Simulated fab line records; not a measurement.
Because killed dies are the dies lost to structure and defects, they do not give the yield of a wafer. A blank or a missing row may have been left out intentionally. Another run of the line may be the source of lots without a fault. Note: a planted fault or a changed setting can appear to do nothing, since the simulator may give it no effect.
Matching of chambers | flow sky130 | SKY_CONTACT_CMP_04 on cmp-02: 4 sister chambers
The step polishes SiO2. 4 wafers are shown with their chamber, then 7 later ones without.

## EACH WAFER AND ITS CHAMBER
wafer  | chamber | motor-current-A (A)
L083.3 | 0       | 12.9
L086.2 | 3       | 12.3
L087.3 | 1       | 12.0
L087.4 | 2       | 10.2

## WAFERS WITH NO CHAMBER GIVEN
wafer  | motor-current-A (A)
L087.6 | 12.3
L088.2 | 11.4
L088.3 | 10.2
L088.5 | 11.0
L090.2 | 12.3
L090.3 | 12.5
L090.5 | 9.6

## EACH ONE'S CHAMBER
wafer  | from the rows above          | in truth
L087.6 | can't be placed: 3 or 1 or 0 | 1
L088.2 | can't be placed: 1 or 3 or 2 | 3
L088.3 | 2                            | 2
L088.5 | can't be placed: 2 or 1 or 3 | 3
L090.2 | can't be placed: 3 or 1 or 0 | 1
L090.3 | can't be placed: 3 or 0 or 1 | 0
L090.5 | 2                            | 2
Placed correctly: 2 of 7. These rows do not allow placing 5 (true chamber among the candidates in 5). Number placed wrongly: 0.
How it was worked out, from the rows above alone: a wafer's distance from a chamber is the root of the sum, over the readings, of the square of ((its reading less the chamber's mean) divided by the reading's scatter). The wafer belongs to the nearest chamber; if the next one is less than 2 further off, it can't be placed. Each chamber's mean is taken over the wafers shown for it. The scatter (one wafer shown for each chamber): square how far every hidden wafer sits from the nearest shown wafer, average those squares and take the square root.
